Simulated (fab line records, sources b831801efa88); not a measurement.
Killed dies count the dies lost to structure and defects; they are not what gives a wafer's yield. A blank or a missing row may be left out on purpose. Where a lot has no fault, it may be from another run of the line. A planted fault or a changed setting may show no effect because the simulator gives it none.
Which tool was responsible?    flow sky130    18 wafers from 6 lots sampled at 2 of the route's 708 steps

WHAT THE GAUGES READ, wafer by wafer
SKY_VIA3_RS_MEAS_22: the measuring method here is four-point-probe.
lot   measured      on             VIA3_W_RS (ohm/sq)
L205  day 39 15:56  film-metro-01  0.2980 0.2979 0.2981
L207  day 40 13:54  film-metro-01  0.2954 0.2932 0.2900
L210  day 41 15:49  film-metro-04  0.2931 0.2904 0.2953
L219  day 43 21:49  film-metro-04  0.2940 0.2946 0.2943
L222  day 44 17:23  film-metro-02  0.2956 0.2983 0.2935
L225  day 45 11:17  film-metro-02  0.2969 0.2946 0.2973

EACH LOT AND THE TOOL THAT RAN IT (in order: tool; ch and the chambers of the sampled wafers; start)
lot   SKY_LI_CONTACT_STRIP_16
L205  plasma-asher-03 ch 0,1, day 29 05:38
L207  plasma-asher-03 ch 0,1, day 30 05:02
L210  plasma-asher-04 ch 0,1, day 31 11:22
L219  plasma-asher-04 ch 0,1, day 33 22:44
L222  plasma-asher-03 ch 0,1, day 34 23:00
L225  plasma-asher-01 ch 0,1, day 35 19:12
- SKY_LI_CONTACT_STRIP_16: strips in O2/N2.

THE ANSWER, worked out from the rows above alone
Rule: usual is defined by the lots themselves. Put in order of their means at a reading, lots are off if they are a third of the lots or fewer, leave a main group of 4 or more, and stand apart from it by a gap of 3 or more times the standard deviation of the main group's means; of several such gaps the widest counts. A main group is skipped when, at the precision printed for the reading in the tables above, its means are all equal. A lot without any number at a reading at which 4 lots or more have one is off too. Any other lot the step has rows for is counted as sound.
No lot is off at any reading shown: from this, nothing can be told.

WHAT THE SIMULATOR HAD INSERTED
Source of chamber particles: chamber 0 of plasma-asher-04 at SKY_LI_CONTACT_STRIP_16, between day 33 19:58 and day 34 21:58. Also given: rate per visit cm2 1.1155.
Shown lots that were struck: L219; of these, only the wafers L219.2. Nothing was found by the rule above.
